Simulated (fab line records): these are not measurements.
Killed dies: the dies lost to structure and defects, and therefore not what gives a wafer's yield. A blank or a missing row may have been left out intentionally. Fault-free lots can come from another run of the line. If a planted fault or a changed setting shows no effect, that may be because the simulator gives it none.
The tool behind it: which one? || flow gf180mcu || 12 lots with 36 wafers sampled at 5 steps, on a route of 602 steps

## WHAT THE GAUGES READ, wafer by wafer
GF_STI_THK_MEAS_04. Usual: STI_CVD_03_THK typically reads 206.8 nm, with standard deviation 2.1.
{"lot": "L695", "measured": "day 1 18:34", "on": "film-metro-02", "STI_CVD_03_THK (nm)": "211.4 210.6 208.9", "flag": ""}
{"lot": "L697", "measured": "day 2 04:35", "on": "film-metro-02", "STI_CVD_03_THK (nm)": "206.2 206.3 207.0", "flag": ""}
{"lot": "L699", "measured": "day 2 14:39", "on": "film-metro-04", "STI_CVD_03_THK (nm)": "207.3 205.1 208.0", "flag": ""}
{"lot": "L700", "measured": "day 2 19:34", "on": "film-metro-04", "STI_CVD_03_THK (nm)": "207.2 206.0 205.8", "flag": ""}
{"lot": "L702", "measured": "day 3 08:14", "on": "film-metro-01", "STI_CVD_03_THK (nm)": "206.4 205.3 207.7", "flag": ""}
{"lot": "L704", "measured": "day 3 15:34", "on": "film-metro-01", "STI_CVD_03_THK (nm)": "204.1 202.6 202.5", "flag": ""}
{"lot": "L705", "measured": "day 3 20:41", "on": "film-metro-01", "STI_CVD_03_THK (nm)": "205.1 205.2 204.7", "flag": ""}
{"lot": "L706", "measured": "day 4 02:35", "on": "film-metro-02", "STI_CVD_03_THK (nm)": "210.1 209.5 207.0", "flag": ""}
{"lot": "L707", "measured": "day 4 10:44", "on": "film-metro-04", "STI_CVD_03_THK (nm)": "205.7 206.9 207.2", "flag": ""}
{"lot": "L715", "measured": "day 5 22:34", "on": "film-metro-02", "STI_CVD_03_THK (nm)": "223.8 222.6 221.5", "flag": "OFF"}
{"lot": "L716", "measured": "day 6 04:05", "on": "film-metro-02", "STI_CVD_03_THK (nm)": "226.5 226.4 225.7", "flag": "OFF"}
{"lot": "L717", "measured": "day 6 08:34", "on": "film-metro-02", "STI_CVD_03_THK (nm)": "210.0 208.0 208.3", "flag": ""}

GF_HV_LDD_CD_MEAS_19: the cd target is 400 nm. Usual: cd-nm 400.0 nm, standard deviation 2.1.
{"lot": "L695", "measured": "day 11 00:28", "on": "cd-sem-02", "cd-nm (nm)": "398.2 400.5 396.6", "flag": ""}
{"lot": "L697", "measured": "day 11 17:50", "on": "cd-sem-02", "cd-nm (nm)": "400.8 399.7 400.5", "flag": ""}
{"lot": "L699", "measured": "day 12 09:09", "on": "cd-sem-02", "cd-nm (nm)": "399.6 400.6 402.1", "flag": ""}
{"lot": "L700", "measured": "day 12 12:58", "on": "cd-sem-02", "cd-nm (nm)": "398.1 395.9 398.7", "flag": ""}
{"lot": "L702", "measured": "day 13 13:53", "on": "cd-sem-02", "cd-nm (nm)": "396.7 396.9 401.7", "flag": ""}
{"lot": "L704", "measured": "day 14 00:58", "on": "cd-sem-01", "cd-nm (nm)": "402.1 401.7 401.6", "flag": ""}
{"lot": "L705", "measured": "day 14 09:24", "on": "cd-sem-01", "cd-nm (nm)": "400.4 397.9 400.1", "flag": ""}
{"lot": "L706", "measured": "day 14 14:21", "on": "cd-sem-02", "cd-nm (nm)": "397.1 395.9 395.9", "flag": ""}
{"lot": "L707", "measured": "day 15 03:40", "on": "cd-sem-02", "cd-nm (nm)": "399.1 398.6 400.6", "flag": ""}
{"lot": "L715", "measured": "day 17 05:01", "on": "cd-sem-02", "cd-nm (nm)": "400.3 402.5 399.7", "flag": ""}
{"lot": "L716", "measured": "day 17 16:23", "on": "cd-sem-01", "cd-nm (nm)": "400.7 402.7 399.9", "flag": ""}
{"lot": "L717", "measured": "day 18 01:43", "on": "cd-sem-02", "cd-nm (nm)": "401.6 399.8 401.9", "flag": ""}

GF_CONTACT_OVL_MEAS_15. Usual: CONTACT_OVL typically reads -1 nm, with standard deviation 6.
{"lot": "L695", "measured": "day 16 08:20", "on": "overlay-01", "CONTACT_OVL (nm)": "-1 -5 -4", "flag": ""}
{"lot": "L697", "measured": "day 17 07:58", "on": "overlay-02", "CONTACT_OVL (nm)": "-15 -12 -11", "flag": ""}
{"lot": "L699", "measured": "day 18 00:35", "on": "overlay-02", "CONTACT_OVL (nm)": "1 -1 2", "flag": ""}
{"lot": "L700", "measured": "day 18 04:52", "on": "overlay-01", "CONTACT_OVL (nm)": "-2 -2 1", "flag": ""}
{"lot": "L702", "measured": "day 19 08:30", "on": "overlay-01", "CONTACT_OVL (nm)": "-9 -9 -8", "flag": ""}
{"lot": "L704", "measured": "day 19 21:53", "on": "overlay-01", "CONTACT_OVL (nm)": "3 4 1", "flag": ""}
{"lot": "L705", "measured": "day 20 09:47", "on": "overlay-01", "CONTACT_OVL (nm)": "-5 0 -4", "flag": ""}
{"lot": "L706", "measured": "day 20 13:53", "on": "overlay-02", "CONTACT_OVL (nm)": "9 8 8", "flag": ""}
{"lot": "L707", "measured": "day 21 05:26", "on": "overlay-02", "CONTACT_OVL (nm)": "4 -11 -10", "flag": ""}
{"lot": "L715", "measured": "day 23 08:56", "on": "overlay-01", "CONTACT_OVL (nm)": "5 6 8", "flag": ""}
{"lot": "L716", "measured": "day 23 20:29", "on": "overlay-02", "CONTACT_OVL (nm)": "3 1 -2", "flag": ""}
{"lot": "L717", "measured": "day 24 04:32", "on": "overlay-02", "CONTACT_OVL (nm)": "-3 0 -13", "flag": ""}

## WHICH TOOL RAN EACH LOT (tool, then ch and the chambers of the sampled wafers, then the start)
{"lot": "L695", "GF_STI_CVD_03": "lpcvd-02 ch 0, day 1 16:34", "GF_STI_ETCH_13": "rie-diel-04 ch 0,1,2, day 2 06:19"}
{"lot": "L697", "GF_STI_CVD_03": "lpcvd-02 ch 1, day 2 02:34", "GF_STI_ETCH_13": "rie-diel-01 ch 0,2,3, day 2 15:56"}
{"lot": "L699", "GF_STI_CVD_03": "lpcvd-01 ch 1, day 2 12:40", "GF_STI_ETCH_13": "rie-diel-03 ch 1,2,3, day 3 03:02"}
{"lot": "L700", "GF_STI_CVD_03": "lpcvd-01 ch 1, day 2 17:34", "GF_STI_ETCH_13": "rie-diel-01 ch 2,3, day 3 07:47"}
{"lot": "L702", "GF_STI_CVD_03": "lpcvd-02 ch 0, day 3 05:14", "GF_STI_ETCH_13": "rie-diel-03 ch 2,3, day 3 21:10"}
{"lot": "L704", "GF_STI_CVD_03": "lpcvd-01 ch 1, day 3 13:34", "GF_STI_ETCH_13": "rie-diel-04 ch 0,1,3, day 4 05:07"}
{"lot": "L705", "GF_STI_CVD_03": "lpcvd-01 ch 1, day 3 18:41", "GF_STI_ETCH_13": "rie-diel-04 ch 2,3, day 4 09:38"}
{"lot": "L706", "GF_STI_CVD_03": "lpcvd-02 ch 1, day 4 00:35", "GF_STI_ETCH_13": "rie-diel-04 ch 0,1,2, day 4 15:50"}
{"lot": "L707", "GF_STI_CVD_03": "lpcvd-01 ch 1, day 4 08:45", "GF_STI_ETCH_13": "rie-diel-01 ch 1,2,3, day 5 00:22"}
{"lot": "L715", "GF_STI_CVD_03": "lpcvd-01 ch 0, day 5 20:34", "GF_STI_ETCH_13": "rie-diel-04 ch 2,3, day 6 13:37"}
{"lot": "L716", "GF_STI_CVD_03": "lpcvd-01 ch 1, day 6 02:04", "GF_STI_ETCH_13": "rie-diel-03 ch 0,1,3, day 6 19:07"}
{"lot": "L717", "GF_STI_CVD_03": "lpcvd-02 ch 0, day 6 06:34", "GF_STI_ETCH_13": "rie-diel-03 ch 1,2,3, day 6 23:52"}
- GF_STI_CVD_03: deposits Si3N4 from DCS/NH3, target thk 207.16 nm, time 3551 s.
- GF_STI_ETCH_13: etches the open film in CHF3/O2, stops on Si, target depth 282.31 nm, time 112.9 s.

## WHAT THE TOOLS THEMSELVES READ (means of the sampled wafers that have a number; where no wafer has one, the mark that the record gives instead)
GF_STI_CVD_03. Usual: spike-tc-top-C 784 C, standard deviation 3.1.
{"lot": "L695", "tool": "lpcvd-02", "spike-tc-top-C (C)": 788, "flag": ""}
{"lot": "L697", "tool": "lpcvd-02", "spike-tc-top-C (C)": 785, "flag": ""}
{"lot": "L699", "tool": "lpcvd-01", "spike-tc-top-C (C)": 780, "flag": ""}
{"lot": "L700", "tool": "lpcvd-01", "spike-tc-top-C (C)": 781, "flag": ""}
{"lot": "L702", "tool": "lpcvd-02", "spike-tc-top-C (C)": 788, "flag": ""}
{"lot": "L704", "tool": "lpcvd-01", "spike-tc-top-C (C)": 780, "flag": ""}
{"lot": "L705", "tool": "lpcvd-01", "spike-tc-top-C (C)": 779, "flag": ""}
{"lot": "L706", "tool": "lpcvd-02", "spike-tc-top-C (C)": 786, "flag": ""}
{"lot": "L707", "tool": "lpcvd-01", "spike-tc-top-C (C)": 781, "flag": ""}
{"lot": "L715", "tool": "lpcvd-01", "spike-tc-top-C (C)": 783, "flag": ""}
{"lot": "L716", "tool": "lpcvd-01", "spike-tc-top-C (C)": 781, "flag": ""}
{"lot": "L717", "tool": "lpcvd-02", "spike-tc-top-C (C)": 788, "flag": ""}

GF_STI_ETCH_13. Usual: bias-w 200.0 W, standard deviation 0.57; drypump-motor-current-A 6.0 A, standard deviation 0.53; oes-product-au 0.832 a.u., standard deviation 0.0065; throttle-valve-pct 8.811 %, standard deviation 0.0095.
{"lot": "L695", "tool": "rie-diel-04", "bias-w (W)": 200.3, "drypump-motor-current-A (A)": 5.6, "oes-product-au (a.u.)": 0.841, "throttle-valve-pct (%)": 8.815, "flag": ""}
{"lot": "L697", "tool": "rie-diel-01", "bias-w (W)": 200.1, "drypump-motor-current-A (A)": 6.4, "oes-product-au (a.u.)": 0.836, "throttle-valve-pct (%)": 8.810, "flag": ""}
{"lot": "L699", "tool": "rie-diel-03", "bias-w (W)": 199.2, "drypump-motor-current-A (A)": 5.9, "oes-product-au (a.u.)": 0.838, "throttle-valve-pct (%)": 8.815, "flag": ""}
{"lot": "L700", "tool": "rie-diel-01", "bias-w (W)": 199.8, "drypump-motor-current-A (A)": 6.3, "oes-product-au (a.u.)": 0.830, "throttle-valve-pct (%)": 8.813, "flag": ""}
{"lot": "L702", "tool": "rie-diel-03", "bias-w (W)": 200.6, "drypump-motor-current-A (A)": 6.3, "oes-product-au (a.u.)": 0.826, "throttle-valve-pct (%)": 8.810, "flag": ""}
{"lot": "L704", "tool": "rie-diel-04", "bias-w (W)": 200.0, "drypump-motor-current-A (A)": 5.5, "oes-product-au (a.u.)": 0.829, "throttle-valve-pct (%)": 8.815, "flag": ""}
{"lot": "L705", "tool": "rie-diel-04", "bias-w (W)": 199.8, "drypump-motor-current-A (A)": 5.7, "oes-product-au (a.u.)": 0.828, "throttle-valve-pct (%)": 8.810, "flag": ""}
{"lot": "L706", "tool": "rie-diel-04", "bias-w (W)": 200.1, "drypump-motor-current-A (A)": 5.6, "oes-product-au (a.u.)": 0.837, "throttle-valve-pct (%)": 8.815, "flag": ""}
{"lot": "L707", "tool": "rie-diel-01", "bias-w (W)": 199.9, "drypump-motor-current-A (A)": 6.4, "oes-product-au (a.u.)": 0.830, "throttle-valve-pct (%)": 8.801, "flag": ""}
{"lot": "L715", "tool": "rie-diel-04", "bias-w (W)": 200.0, "drypump-motor-current-A (A)": 5.6, "oes-product-au (a.u.)": 0.868, "throttle-valve-pct (%)": 8.828, "flag": "OFF"}
{"lot": "L716", "tool": "rie-diel-03", "bias-w (W)": 200.2, "drypump-motor-current-A (A)": 6.2, "oes-product-au (a.u.)": 0.878, "throttle-valve-pct (%)": 8.819, "flag": "OFF"}
{"lot": "L717", "tool": "rie-diel-03", "bias-w (W)": 199.5, "drypump-motor-current-A (A)": 5.9, "oes-product-au (a.u.)": 0.840, "throttle-valve-pct (%)": 8.816, "flag": ""}

## THE ANSWER, worked out from the rows above alone
Rule: lot off if the mean of its wafers having a number is beyond 3 standard deviations from the usual mean. Also off: a lot with no number at a reading for which 4 or more lots have one. The other lots that the step has rows for count as sound. First the gauges in route order, then the tools' own readings, where a lot's mean is used as printed above. At the first step where some lot is off, the reading lying furthest off is the one used; lots without a number count as furthest.
Off: L715, L716, seen at GF_STI_THK_MEAS_04 (STI_CVD_03_THK).
A tool fits if, at a process step before that reading, it ran every lot that is off, and no sound lot after the first of them. The gauges at GF_STI_THK_MEAS_04 aren't tried: what is off there is off at GF_STI_ETCH_13 too, on other tools, and a gauge's error can't cause that. One candidate fits, namely lpcvd-01 at GF_STI_CVD_03. A fault onset in the window from L707 (day 4 08:45, its last sound lot) to L715 (day 5 20:34, its first lot off) fits.

## WHAT WAS PUT IN BY THE SIMULATOR
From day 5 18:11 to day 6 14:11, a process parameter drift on lpcvd-01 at GF_STI_CVD_03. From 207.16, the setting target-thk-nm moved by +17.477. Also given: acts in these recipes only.
Shown lots that were struck: L715, L716. The rule above found the same.
